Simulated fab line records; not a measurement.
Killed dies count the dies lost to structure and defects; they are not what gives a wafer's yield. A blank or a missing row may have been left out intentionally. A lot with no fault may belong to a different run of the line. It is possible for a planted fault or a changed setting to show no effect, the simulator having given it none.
Struck lot and sound lot, side by side :: flow sfq_line :: 26 out of 325 route steps
Sound: wafers L396.1, L396.2, L396.6. Struck: wafer L405.1. (L405.3, L405.5 of the same lot were not struck and are left out.) The cause comes at the end.
Each step with rows lists, per side, the tool, then ch with its chambers, then its first start. Under that, the readings that differ: sound wafers :: struck wafers :: difference of the means :: sigmas: that difference in standard deviations of wafers without a fault.
alike: words and numbers the same on both sides, and readings whose means are apart by under 2 such deviations; not compared: readings that were withheld, readings missing a value for some wafer, numbers with overlapping values and no deviation given by the record, and bounds like >300 which may hide the same value.
The two part at a step that has a row with sigmas, a row that says differs or no value, or rows on one side only. When numbers do not overlap yet have no deviation, they are printed without sigmas and do not part them. A reading missing from all wafers of one side parts the sides only when that side holds two or more wafers.

SFQ_L0_RS_MEAS_901: uses a four-point probe to measure.
  sound on film_metro-01 at day 1 17:34; struck on film_metro-01 at day 3 14:34
  alike: L0_MONX_KI_RS
SFQ_L0_THK_MEAS_902: measures by xrf.
  sound on film_metro-01 at day 1 17:41; struck on film_metro-01 at day 3 14:41
  alike: L0_MONX_KI_THK
then, 6 steps without rows for these wafers: SFQ_TRILAYER_L0_LITHO_COAT_010 (resist thk 62 nm); SFQ_TRILAYER_L0_LITHO_COAT_005 (resist thk 600 nm); SFQ_TRILAYER_L0_LITHO_SOFTBAKE_009; SFQ_TRILAYER_L0_LITHO_EXPOSE_006 (exposes mask L0, target cd 2000 nm); SFQ_TRILAYER_L0_LITHO_PEB_008 (peb time 60 s); SFQ_TRILAYER_L0_LITHO_DEVELOP_007 (time 60 s).
-- the record jumps here: 3 days lie between the struck wafers' starts before and after --
SFQ_TRILAYER_L0_BARC_OPEN_METAL_ETCH_010: etches BARC in O2, target depth 125 nm, time 41.7 s.
  sound on rie_metal-02 ch 0,1, day 4 17:51; struck on rie_metal-03 ch 1, day 6 17:12
  alike: drypump_motor_current_A, oes_product_au, rf_fwd_power_W
  not compared: rf_hours_counter_h
SFQ_TRILAYER_L0_ETCH_METAL_ETCH_008: etches MoNx KI in SF6/O2, stops on SiO2, target depth 50 nm, time 25 s.
  sound on rie_metal-02 ch 0,1, day 4 17:55; struck on rie_metal-03 ch 1, day 6 17:16
  alike: drypump_motor_current_A, oes_product_au, rf_fwd_power_W
  not compared: rf_hours_counter_h
then, 2 steps without rows for these wafers: SFQ_TRILAYER_L0_STRIP_STRIP_009 (strips in O2); SFQ_TRILAYER_L0_STRIP_SOLV_CLEAN_010 (cleans in NMP, time 600 s).
SFQ_TRILAYER_L0_CAP_PECVD_011: deposits SiO2 from SiH4/N2O, time 13.333 s, target thk 60 nm.
  sound on pecvd-01 ch 0,1,2, day 4 18:44; struck on pecvd-02 ch 1, day 6 18:05
reading: model.SiO2_of_TRILAYER_L0_CAP_PECVD_011.thk_nm (nm)
sound: 59.77 58.93 59.46
struck: 43.35
difference: -16.04
sigmas: 
  alike: heater_power_w, throttle_valve_pct
  not compared: rf_fwd_power_W
then, 6 steps without rows for these wafers: SFQ_TRILAYER_L0_VIA_LITHO_COAT_018 (resist thk 62 nm); SFQ_TRILAYER_L0_VIA_LITHO_COAT_013 (resist thk 650 nm); SFQ_TRILAYER_L0_VIA_LITHO_SOFTBAKE_017; SFQ_TRILAYER_L0_VIA_LITHO_EXPOSE_014 (exposes mask L0V, target cd 700 nm); SFQ_TRILAYER_L0_VIA_LITHO_PEB_016 (peb time 60 s); SFQ_TRILAYER_L0_VIA_LITHO_DEVELOP_015 (time 60 s).
-- the record jumps here: 3 days lie between the struck wafers' starts before and after --
SFQ_L0V_OVL_MEAS_903:
  sound on overlay-02 at day 8 02:36; struck on overlay-02 at day 10 03:55
  alike: L0V_OVL
SFQ_TRILAYER_L0_VIA_BARC_OPEN_VIA_ETCH_021: etches BARC in O2, target depth 125 nm, time 41.7 s.
  sound on rie_diel-02 ch 0,1,2, day 8 02:38; struck on rie_diel-04 ch 2, day 10 03:58
  alike: drypump_motor_current_A, oes_product_au, rf_fwd_power_W
  not compared: rf_hours_counter_h
SFQ_TRILAYER_L0_VIA_ETCH_VIA_ETCH_016: etches SiO2 in CHF3, stops on MoNx KI, target depth 80 nm.
  sound on rie_diel-02 ch 0,1,2, day 8 02:40; struck on rie_diel-04 ch 2, day 10 04:00
reading: oes_product_au (a.u.)
sound: 0.841 0.842 0.826
struck: 0.713
difference: -0.123
sigmas: -17

reading: rf_fwd_power_W (W)
sound: 496.2 496.7 497.1
struck: 492.3
difference: -4.4
sigmas: -2

reading: model.L0V.feature_depth_nm (nm)
sound: 59.77 58.93 59.46
struck: 43.35
difference: -16.04
sigmas: 

reading: model.etch.depth_nm (nm)
sound: 59.77 58.93 59.46
struck: 43.35
difference: -16.04
sigmas: 
  alike: drypump_motor_current_A
SFQ_TRILAYER_L0_VIA_STRIP_STRIP_017: strips in O2.
  sound on rie_metal-01 ch 0, day 8 02:43; struck on rie_metal-04 ch 1, day 10 04:02
  alike: drypump_motor_current_A, oes_product_au
  not compared: rf_hours_counter_h
then, 1 step without rows for these wafers: SFQ_TRILAYER_L0_VIA_STRIP_SOLV_CLEAN_018 (cleans in NMP, time 600 s).
SFQ_TRILAYER_M0_DEP_PRE_CLEAN_020: time 15 s.
  sound on pvd_sputter-04 at day 8 04:05; struck on pvd_sputter-04 at day 10 04:49
reading: model.SiO2_of_TRILAYER_L0_CAP_PECVD_011.thk_nm (nm)
sound: 54.77 53.93 54.46
struck: 38.35
difference: -16.04
sigmas: 
SFQ_TRILAYER_M0_DEP_SPUTTER_019: material Nb, target thk 200 nm, time 133.3 s.
  sound on pvd_sputter-04 at day 8 04:07; struck on pvd_sputter-04 at day 10 04:50
  alike: cathode_dc_power_W, throttle_valve_pct

WHERE THEY PART
Within this record, at SFQ_TRILAYER_L0_VIA_ETCH_VIA_ETCH_016 only. Later steps at which nothing parts them and some readings are alike: SFQ_TRILAYER_L0_VIA_STRIP_STRIP_017, SFQ_TRILAYER_M0_DEP_SPUTTER_019.

WHY: the cause the simulator had injected
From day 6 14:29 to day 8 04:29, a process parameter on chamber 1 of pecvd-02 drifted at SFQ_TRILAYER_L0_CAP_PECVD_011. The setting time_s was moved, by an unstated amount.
